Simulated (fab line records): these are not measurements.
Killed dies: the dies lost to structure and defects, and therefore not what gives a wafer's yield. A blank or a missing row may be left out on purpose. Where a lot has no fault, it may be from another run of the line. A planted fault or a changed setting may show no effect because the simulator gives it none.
fab line records	flow sky130
record lots=13	wafers=39	lastDay=50
route steps=708 shown LDD_HVN@276 LDD_HVP@285 SPACER@306 SD_P@330 PAD_OPEN@708
lots that met no fault: from a run of the same line without faults
startH: hours from the record's first day to the start of the lot's first wafer shown	waitH: hours since the lot's step before	" same as the row above	L1.1+2: several wafers, shown together as one row	- value missing, or start not given	* or withheld: withheld	< > ~ a bound
route shown NAME@n: names a module that has steps shown in the file, with the first one's number in the route	usual: mean and standard deviation over wafers with no fault	same: alike in all rows	chamber/n: place in a boat	sites: readings site by site	_std_site: the standard deviation of these	_edge_site: the outer-site mean with the inner-site mean subtracted	radiusMm: for every site, how far away it sits from the centre of the wafer	mask NAME#n: copy n	behind: the most recent tool/chamber to have shaped the wafer	hold: the reason the lot was held/the length of the hold in hours/how it ended	device: names the non-switching transistor (n, p or np)	end of line: tests run on the same wafers once the route is complete	a step given without rows: its recipe and nothing more	killed: at the first sort, the dies lost to defects and structure; wafer yield is something else	map: per-die view of a wafer (x killed, . not killed, _ where there is no die)
set.NAME: setting as actually run; set.NAME@STEP: the setting as run at that earlier step	model.NAME: the simulator's own value behind a step, which no gauge read
steps of the route over a sample of lots; a table a step, a row a wafer
services: from which hour (startH, from the record's first day; less than 0 if before it) a tool's chamber was out of use, for how many hours, and why
## steps
# step SKY_LDD_HVN_STRIP_09
# recipe chemistry=O2/N2	powerW=1400	pressureMtorr=1500	platenTempC=withheld	o2FlowSccm=3000	n2FlowSccm=300	overashFraction=0.5
# usual drypumpMotorCurrentA=5.6/0.36	oesProductAu=0.409/0.0046	stripTimeToEndpointS=4.132/0.014
lot.wafer	tool	chamber	startH	waitH	drypumpMotorCurrentA	oesProductAu	rfHoursCounterH	stripTimeToEndpointS
L317.1	plasmaAsher-02	0	516.46	0.1	5.2	0.411	9	4.122
L317.2	"	1	"	"	5.9	0.411	9	4.131
L317.6	"	0	"	"	5.2	0.398	-	4.143
L319.1	plasmaAsher-02	0	527.53	0.1	5.2	0.408	11	4.123
L319.2	"	1	"	"	5.9	0.403	11	4.130
L319.3	"	1	"	"	5.9	0.407	-	4.119
L321.1	plasmaAsher-02	0	553.63	0.1	5.2	0.412	13	4.151
L321.2	"	1	"	"	5.9	0.406	13	4.134
L321.4	"	0	"	"	5.2	0.409	-	4.123
L322.1	plasmaAsher-03	1	560.20	0.1	6.2	0.405	74	4.153
L322.2	"	0	"	"	5.3	0.413	74	4.164
L322.4	"	0	"	"	5.2	0.405	-	4.166
L325.3	plasmaAsher-02	0	585.61	0.1	5.2	0.409	-	4.146
L325.4	"	1	"	"	5.8	0.405	-	4.156
L325.5	"	0	"	"	5.2	0.411	-	4.149
L326.1	plasmaAsher-03	0	589.63	0.1	5.2	0.414	76	4.142
L326.2	"	1	"	"	6.2	0.410	76	4.120
L326.4	"	1	"	"	6.2	0.416	-	4.118
L328.2	plasmaAsher-02	0	610.91	0.1	5.2	0.406	19	4.130
L328.3	"	0	"	"	5.2	0.418	-	4.140
L328.5	"	0	"	"	5.2	0.411	-	4.131
L330.1	plasmaAsher-01	0	619.88	0.1	5.4	0.405	92	4.142
L330.2	"	1	"	"	5.3	0.411	92	4.129
L330.3	"	1	"	"	5.3	0.408	-	4.136
L331.4	plasmaAsher-02	0	630.95	0.1	5.2	0.407	-	4.133
L331.5	"	1	"	"	5.9	0.409	-	4.171
L331.6	"	0	"	"	5.2	0.399	-	4.135
L332.2	plasmaAsher-01	1	633.70	0.1	5.3	0.406	93	4.134
L332.3	"	0	"	"	5.4	0.412	-	4.138
L332.6	"	0	"	"	5.4	0.408	-	4.136
L333.1	plasmaAsher-02	0	648.06	0.1	5.2	0.409	23	4.121
L333.5	"	0	"	"	5.2	0.407	-	4.115
L333.6	"	1	"	"	5.9	0.411	-	4.108
L334.2	plasmaAsher-03	1	655.51	0.1	6.2	0.406	82	4.138
L334.4	"	1	"	"	6.2	0.412	-	4.134
L334.6	"	0	"	"	5.3	0.412	-	4.119
L335.3	plasmaAsher-02	1	660.75	0.1	5.9	0.401	-	4.129
L335.5	"	1	"	"	5.8	0.402	-	4.115
L335.6	"	0	"	"	5.2	0.404	-	4.136
# step SKY_LDD_HVP_OVL_MEAS_07
# usual LDD_HVP_OVL=-1.4/1.3
lot.wafer	tool	chamber	startH	waitH	LDD_HVP_OVL[nm]
L317.1	overlay-01	-	546.79	0.1	0.2
L317.2	"	-	"	"	-3.0
L317.6	"	-	"	"	-1.6
L319.1	overlay-01	-	557.11	0.1	-1.3
L319.2	"	-	"	"	-1.7
L319.3	"	-	"	"	-3.2
L321.1	overlay-02	-	583.39	0.1	-3.1
L321.2	"	-	"	"	0.1
L321.4	"	-	"	"	-3.6
L322.1	overlay-01	-	589.88	0.1	0.2
L322.2	"	-	"	"	-0.2
L322.4	"	-	"	"	-0.9
L325.3	overlay-01	-	614.80	0.1	-2.4
L325.4	"	-	"	"	-0.5
L325.5	"	-	"	"	-0.8
L326.1	overlay-01	-	619.16	0.1	0.5
L326.2	"	-	"	"	-0.9
L326.4	"	-	"	"	1.7
L328.2	overlay-02	-	640.48	0.1	-0.2
L328.3	"	-	"	"	-1.8
L328.5	"	-	"	"	-3.0
L330.1	overlay-01	-	648.68	0.1	-0.2
L330.2	"	-	"	"	0.0
L330.3	"	-	"	"	-1.6
L331.4	overlay-01	-	659.94	0.1	0.4
L331.5	"	-	"	"	-1.2
L331.6	"	-	"	"	-0.1
L332.2	overlay-01	-	661.80	0.1	-3.2
L332.3	"	-	"	"	-3.8
L332.6	"	-	"	"	-1.3
L333.1	overlay-01	-	676.09	0.1	-0.5
L333.5	"	-	"	"	-1.0
L333.6	"	-	"	"	-1.7
L334.2	overlay-01	-	684.12	0.1	-2.3
L334.4	"	-	"	"	-1.5
L334.6	"	-	"	"	-2.2
L335.3	overlay-01	-	688.65	0.1	-4.9
L335.5	"	-	"	"	-3.6
L335.6	"	-	"	"	-3.9
# step SKY_SPACER_ETCHBACK_02
# recipe chemistry=CH3F/O2	target=Si3N4	stopOn=SiO2	sourceW=400	biasW=80	pressureMtorr=25	ch3fFlowSccm=40	O2_flow_sccm=30	timeS=46.7	targetDepthA=450
# usual O2_flow_sccm=29.99/0.091	biasW=80.01/0.24	drypumpMotorCurrentA=5.8/0.38	oesProductAu=0.852/0.006	throttleValvePct=10.563/0.0087
lot.wafer	tool	chamber	startH	waitH	O2_flow_sccm	biasW	drypumpMotorCurrentA	oesProductAu	rfHoursCounterH	throttleValvePct
L317.1	rieDiel-03	3	578.46	0.1	30.04	79.91	6.2	0.865	5	10.581
L317.2	"	1	"	"	29.88	79.66	5.7	0.868	4	10.561
L317.6	"	3	"	"	29.92	79.74	6.2	0.871	-	10.570
L319.1	rieDiel-03	0	588.98	0.1	29.97	80.17	5.3	0.855	11	10.563
L319.2	"	2	"	"	30.01	80.36	6.2	0.852	3	10.574
L319.3	"	1	"	"	29.98	80.05	5.7	0.852	4	10.563
L321.1	rieDiel-03	2	615.14	0.1	30.18	80.06	6.2	0.855	4	10.556
L321.2	"	0	"	"	29.99	80.16	5.3	0.855	12	10.564
L321.4	"	3	"	"	29.95	79.85	6.2	0.863	5	10.567
L322.1	rieDiel-04	3	622.71	0.1	30.04	80.17	6.0	0.846	1	10.558
L322.2	"	2	"	"	30.18	79.80	6.2	0.845	39	10.553
L322.4	"	0	"	"	30.11	80.11	5.8	0.848	6	10.556
L325.3	rieDiel-03	0	645.59	0.0	29.97	79.97	5.3	0.851	12	10.570
L325.4	"	2	"	"	30.09	79.34	6.1	0.853	4	10.548
L325.5	"	0	"	"	30.09	80.02	5.3	0.854	-	10.560
L326.1	rieDiel-03	2	651.28	0.1	30.01	79.96	6.2	0.853	4	10.574
L326.2	"	0	"	"	30.02	80.45	5.3	0.853	12	10.567
L326.4	"	1	"	"	30.07	80.53	5.8	0.851	5	10.566
L328.2	rieDiel-02	1	671.81	0.0	-	-	-	-	-	-
L328.3	"	0	"	"	-	-	-	-	-	-
L328.5	"	1	"	"	-	-	-	-	-	-
L330.1	rieDiel-03	3	679.04	0.1	-	-	-	-	-	-
L330.2	"	2	"	"	-	-	-	-	-	-
L330.3	"	0	"	"	-	-	-	-	-	-
L331.4	rieDiel-03	0	689.75	0.0	-	-	-	-	-	-
L331.5	"	2	"	"	-	-	-	-	-	-
L331.6	"	3	"	"	-	-	-	-	-	-
L332.2	rieDiel-03	2	691.65	0.0	29.98	79.73	6.2	0.856	5	10.555
L332.3	"	1	"	"	29.97	79.96	5.7	0.861	6	10.565
L332.6	"	2	"	"	30.03	79.65	6.2	0.853	-	10.579
L333.1	rieDiel-04	2	706.75	0.1	29.97	79.71	6.2	0.852	40	10.569
L333.5	"	3	"	"	30.18	80.11	6.0	0.843	-	10.567
L333.6	"	0	"	"	29.95	80.29	5.8	0.851	-	10.571
L334.2	rieDiel-04	0	714.21	0.0	29.91	79.98	5.8	0.852	8	10.569
L334.4	"	1	"	"	29.85	80.15	5.2	0.850	4	10.569
L334.6	"	1	"	"	29.96	80.15	5.1	0.846	-	10.566
L335.3	rieDiel-03	2	718.84	0.0	30.04	80.00	6.2	0.849	5	10.559
L335.5	"	3	"	"	29.88	80.15	6.2	0.863	-	10.560
L335.6	"	2	"	"	29.87	80.32	6.2	0.849	-	10.548
# step SKY_SD_P_STRIP_10
# recipe chemistry=O2/N2	powerW=1400	pressureMtorr=1500	platenTempC=withheld	o2FlowSccm=3000	n2FlowSccm=300	overashFraction=0.5
# usual drypumpMotorCurrentA=5.5/0.36	oesProductAu=0.618/0.0045	stripTimeToEndpointS=17.49/0.035
lot.wafer	tool	chamber	startH	waitH	drypumpMotorCurrentA	oesProductAu	rfHoursCounterH	stripTimeToEndpointS
L317.1	plasmaAsher-03	0	637.10	0.1	5.3	0.623	80	17.48
L317.2	"	1	"	"	6.2	0.613	80	17.47
L317.6	"	0	"	"	5.3	0.619	-	17.48
L319.1	plasmaAsher-03	1	647.27	0.1	6.2	0.617	81	17.44
L319.2	"	0	"	"	5.2	0.614	81	17.40
L319.3	"	0	"	"	5.2	0.620	-	17.41
L321.1	plasmaAsher-03	0	672.57	0.1	5.2	0.607	84	17.54
L321.2	"	1	"	"	6.2	0.624	84	17.49
L321.4	"	1	"	"	6.2	0.626	-	17.56
L322.1	plasmaAsher-03	0	680.92	0.1	5.3	0.609	85	17.45
L322.2	"	1	"	"	6.2	0.619	85	17.48
L322.4	"	0	"	"	5.3	0.618	-	17.47
L325.3	plasmaAsher-02	0	702.12	0.1	5.2	0.626	-	17.47
L325.4	"	1	"	"	5.9	0.614	-	17.49
L325.5	"	0	"	"	5.2	0.623	-	17.52
L326.1	plasmaAsher-02	0	708.40	0.1	5.2	0.614	29	17.48
L326.2	"	1	"	"	5.8	0.620	29	17.52
L326.4	"	0	"	"	5.2	0.614	-	17.50
L332.2	plasmaAsher-01	0	747.42	0.1	5.4	0.615	0	17.51
L332.3	"	0	"	"	5.4	0.620	-	17.49
L332.6	"	0	"	"	5.4	0.618	-	17.56
L333.1	plasmaAsher-02	1	761.98	0.1	5.9	0.621	35	17.50
L333.5	"	0	"	"	5.2	0.619	-	17.47
L333.6	"	1	"	"	5.9	0.624	-	17.47
L334.2	plasmaAsher-03	0	769.48	0.1	5.3	0.616	94	17.50
L334.4	"	1	"	"	6.2	0.614	-	17.52
L334.6	"	0	"	"	5.2	0.616	-	17.48
L335.3	plasmaAsher-01	1	773.95	0.1	5.3	0.621	-	17.51
L335.5	"	1	"	"	5.3	0.607	-	17.53
L335.6	"	0	"	"	5.4	0.618	-	17.51
# step SKY_PAD_OPEN_PROBE_99
# usual defectLimitedYield=82.5/2.1	killed_at_M0_to_M3=44/7.3	killed_at_M4_up=3.4/1.8	killedAtContacts=24/5.8	killedAtFrontEnd=15/4.9	killedAtOther=0.4/0.63	killedDies=86/11	killedOpen=47/8	killedShort=39/6.5	sort_bin_3_pad_short=0.9/0.38	sort_bin_5_function=10.4/1.6	sort_bin_6_memory=6.2/1.2	sortNPass=406/11	sortYieldPct=82.5/2.1
# same grossDies=492	killedAtBackSide=0	sort_bin_4_leakage[%]=0	sort_bin_8_speed[%]=0
lot.wafer	tool	chamber	startH	waitH	defectLimitedYield[%]	killed_at_M0_to_M3	killed_at_M4_up	killedAtContacts	killedAtFrontEnd	killedAtOther	killedDies	killedOpen	killedShort	sort_bin_3_pad_short[%]	sort_bin_5_function[%]	sort_bin_6_memory[%]	sortNPass	sortYieldPct[%]
L317.1	prober-02	-	1110.12	0.1	85.6	43	3	17	8	0	71	43	28	1.0	9.8	3.7	421	85.6
L317.2	prober-02	-	1110.17	0.1	80.1	48	5	26	19	0	98	54	43	0.2	12.8	6.9	394	80.1
L317.6	prober-02	-	1110.37	0.2	82.9	50	7	19	8	0	84	46	38	0.4	12.2	4.5	408	82.9
L319.1	prober-01	-	1118.93	0.1	80.7	49	2	28	16	0	95	57	38	1.2	11.0	7.1	397	80.7
L319.2	prober-01	-	1118.98	0.1	81.1	46	4	25	18	0	93	60	33	0.8	10.2	7.9	399	81.1
L319.3	prober-01	-	1119.03	0.2	85.0	37	1	28	8	0	74	41	33	0.8	9.1	5.1	418	85.0
L321.1	prober-02	-	1135.36	0.1	82.5	46	2	27	11	0	86	37	48	0.6	8.9	7.9	406	82.5
L321.2	prober-02	-	1135.41	0.1	83.9	29	3	26	21	0	79	45	34	0.4	10.0	5.7	413	83.9
L321.4	prober-02	-	1135.51	0.2	80.7	42	8	31	13	1	95	47	48	1.0	10.2	8.1	397	80.7
L325.3	prober-02	-	1154.77	0.2	79.5	44	1	39	16	1	101	55	45	0.8	13.8	5.9	391	79.5
L325.4	prober-02	-	1154.82	0.2	84.1	39	5	22	12	0	78	36	42	1.0	8.3	6.5	414	84.1
L325.5	prober-02	-	1154.87	0.2	83.1	47	2	20	12	2	83	47	36	0.4	9.3	7.1	409	83.1
L326.1	prober-01	-	1157.50	0.1	84.6	33	5	22	16	0	76	46	30	0.8	8.9	5.7	416	84.6
L326.2	prober-01	-	1157.55	0.1	83.9	44	3	22	9	1	79	44	35	0.6	9.3	6.1	413	83.9
L326.4	prober-01	-	1157.65	0.2	86.2	38	5	16	9	0	68	40	28	0.8	9.3	3.7	424	86.2
L332.2	prober-01	-	1185.15	0.1	80.7	59	3	22	10	1	95	52	42	1.2	12.4	5.7	397	80.7
L332.3	prober-01	-	1185.20	0.2	80.9	47	4	24	17	2	94	46	48	1.0	11.0	7.1	398	80.9
L332.6	prober-01	-	1185.35	0.2	82.9	51	5	16	11	1	84	43	41	0.6	10.2	6.3	408	82.9
# killed by level:class
L317.1 VIA2:geometricParticle:open=9 CONTACT:geometricParticle:open=8 VIA1:geometricParticle:open=7 VIA3:geometricParticle:open=6 LI_CONTACT:geometricParticle:open=4 METAL3:geometricParticle:short=4 METAL2:geometricParticle:short=3 VIA1:geometricParticle:short=3
L317.2 LI_CONTACT:geometricParticle:open=11 CONTACT:geometricParticle:open=10 VIA1:geometricParticle:open=9 VIA2:geometricParticle:open=7 METAL2:geometricParticle:short=7 FIELD_ISO:geometricParticle:open=6 METAL1:geometricParticle:short=6 FIELD_ISO:geometricParticle:short=5
L317.6 VIA2:geometricParticle:open=13 LI_CONTACT:geometricParticle:open=7 CONTACT:geometricParticle:short=6 VIA1:geometricParticle:short=6 VIA3:geometricParticle:open=6 VIA2:geometricParticle:short=5 VIA1:geometricParticle:open=5 METAL1:geometricParticle:short=4
L319.1 VIA1:geometricParticle:open=11 LI_CONTACT:geometricParticle:open=9 CONTACT:geometricParticle:open=9 VIA3:geometricParticle:open=9 VIA1:geometricParticle:short=6 VIA2:geometricParticle:open=6 FIELD_ISO:geometricParticle:open=5 METAL1:geometricParticle:short=5
L319.2 CONTACT:geometricParticle:open=13 VIA1:geometricParticle:open=10 FIELD_ISO:geometricParticle:open=9 VIA3:geometricParticle:open=8 LI_CONTACT:geometricParticle:open=8 VIA2:geometricParticle:open=6 VIA1:geometricParticle:short=5 POLY_GATE:geometricParticle:short=4
L319.3 CONTACT:geometricParticle:open=9 LI_CONTACT:geometricParticle:open=8 VIA1:geometricParticle:open=7 VIA2:geometricParticle:open=6 METAL1:geometricParticle:short=6 FIELD_ISO:geometricParticle:short=4 VIA3:geometricParticle:open=4 LOCAL_INTERCONNECT:geometricParticle:short=4
L321.1 VIA1:geometricParticle:open=13 METAL2:geometricParticle:short=8 CONTACT:geometricParticle:open=7 METAL1:geometricParticle:short=7 LOCAL_INTERCONNECT:geometricParticle:short=6 VIA3:geometricParticle:open=6 LI_CONTACT:geometricParticle:short=4 LI_CONTACT:geometricParticle:open=4
L321.2 FIELD_ISO:geometricParticle:open=10 CONTACT:geometricParticle:open=9 LOCAL_INTERCONNECT:geometricParticle:short=7 METAL1:geometricParticle:short=6 LI_CONTACT:geometricParticle:open=5 VIA3:geometricParticle:open=5 FIELD_ISO:geometricParticle:short=4 VIA2:geometricParticle:open=4
L321.4 VIA3:geometricParticle:open=9 LI_CONTACT:geometricParticle:open=9 VIA2:geometricParticle:open=8 CONTACT:geometricParticle:open=7 METAL1:geometricParticle:short=7 CONTACT:geometricParticle:short=6 METAL2:geometricParticle:short=5 METAL4:geometricParticle:short=5
L325.3 CONTACT:geometricParticle:open=12 VIA3:geometricParticle:open=9 CONTACT:geometricParticle:short=8 VIA1:geometricParticle:open=8 LI_CONTACT:geometricParticle:open=7 LOCAL_INTERCONNECT:geometricParticle:short=7 FIELD_ISO:geometricParticle:open=5 VIA2:geometricParticle:open=5
L325.4 CONTACT:geometricParticle:open=10 METAL2:geometricParticle:short=8 VIA1:geometricParticle:open=8 METAL4:geometricParticle:short=5 VIA3:geometricParticle:open=5 LI_CONTACT:geometricParticle:open=4 CONTACT:geometricParticle:short=4 METAL1:geometricParticle:short=4
L325.5 VIA1:geometricParticle:open=9 VIA2:geometricParticle:open=9 VIA3:geometricParticle:open=8 LI_CONTACT:geometricParticle:open=7 METAL2:geometricParticle:short=7 CONTACT:geometricParticle:short=4 CONTACT:geometricParticle:open=4 POLY_GATE:geometricParticle:short=3
L326.1 VIA2:geometricParticle:open=12 LI_CONTACT:geometricParticle:open=11 VIA1:geometricParticle:open=7 FIELD_ISO:geometricParticle:open=5 FIELD_ISO:geometricParticle:short=4 POLY_GATE:geometricParticle:short=4 METAL1:geometricParticle:short=4 VIA3:geometricParticle:open=4
L326.2 VIA1:geometricParticle:open=11 CONTACT:geometricParticle:open=8 VIA2:geometricParticle:open=7 LI_CONTACT:geometricParticle:open=6 METAL3:geometricParticle:short=5 VIA3:geometricParticle:open=4 VIA1:geometricParticle:short=4 VIA2:geometricParticle:short=4
L326.4 VIA2:geometricParticle:open=8 CONTACT:geometricParticle:open=7 VIA1:geometricParticle:open=6 FIELD_ISO:geometricParticle:open=5 METAL2:geometricParticle:short=5 VIA3:geometricParticle:open=5 METAL1:geometricParticle:short=4 LOCAL_INTERCONNECT:geometricParticle:short=3
L332.2 VIA1:geometricParticle:open=16 LI_CONTACT:geometricParticle:open=8 VIA2:geometricParticle:short=8 VIA3:geometricParticle:open=8 METAL2:geometricParticle:short=6 LOCAL_INTERCONNECT:geometricParticle:short=5 VIA1:geometricParticle:short=5 CONTACT:geometricParticle:open=4
L332.3 VIA1:geometricParticle:open=14 VIA3:geometricParticle:open=9 CONTACT:geometricParticle:open=8 CONTACT:geometricParticle:short=6 POLY_GATE:geometricParticle:short=5 METAL1:geometricParticle:short=5 FIELD_ISO:geometricParticle:open=4 LI_CONTACT:geometricParticle:short=4
L332.6 VIA1:geometricParticle:open=11 CONTACT:geometricParticle:open=10 VIA2:geometricParticle:open=8 VIA1:geometricParticle:short=5 METAL3:geometricParticle:short=5 VIA3:geometricParticle:open=4 METAL2:geometricParticle:short=4 LOCAL_INTERCONNECT:geometricParticle:short=4
## services
tool	chamber	startH	hours	kind
rieDiel-04	0	497.44	3.2	repair
plasmaAsher-01	-	523.51	9.9	repair
rieDiel-04	1	524.29	5.5	repair
rieDiel-03	-	525.29	0.6	repair
rieDiel-02	3	549.60	4.9	repair
rieDiel-04	3	554.73	14.7	repair
rieDiel-04	-	558.31	2.8	pm
rieDiel-02	3	560.53	5.4	repair
rieDiel-04	0	561.20	4.6	repair
plasmaAsher-03	-	566.59	14.6	pm
plasmaAsher-02	-	572.55	1.4	repair
rieDiel-02	-	583.17	15.6	pm
rieDiel-03	1	617.92	2.2	repair
rieDiel-03	-	622.53	2.8	pm
plasmaAsher-03	-	662.43	1.5	repair
rieDiel-04	2	673.12	32.8	repair
rieDiel-04	3	728.49	32.6	repair
plasmaAsher-01	-	733.81	9.0	pm
plasmaAsher-01	0	733.81	9.0	ventCycle
plasmaAsher-01	1	733.81	9.0	ventCycle
rieDiel-03	1	736.29	36.8	repair
plasmaAsher-01	-	742.81	2.8	pm
plasmaAsher-01	0	742.81	-	clean
rieDiel-02	3	753.63	2.9	repair
## key
firstSign step=SKY_SPACER_ETCHBACK_02	reading=toolRecord	direction=missing
effect none on later readings
metAt SKY_SPACER_ETCHBACK_02
struckLots L328,L330,L331
rowsEnd L328.2,L328.3,L328.5,L330.1,L330.2,L330.3,L331.4,L331.5,L331.6
notActingAt SKY_LDD_HVN_STRIP_09,SKY_LDD_HVP_OVL_MEAS_07,SKY_SD_P_STRIP_10
onsetBetween 651.28 671.81
fault kind=skippedStepWhole	tool=rieDiel-02,rieDiel-03	chamber=-	onsetH=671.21	steps=SKY_SPACER_ETCHBACK_02	scope=struckLotsOnly
# rowsEnd: these wafers met a further fault down the route, and their rows from its step on are left out
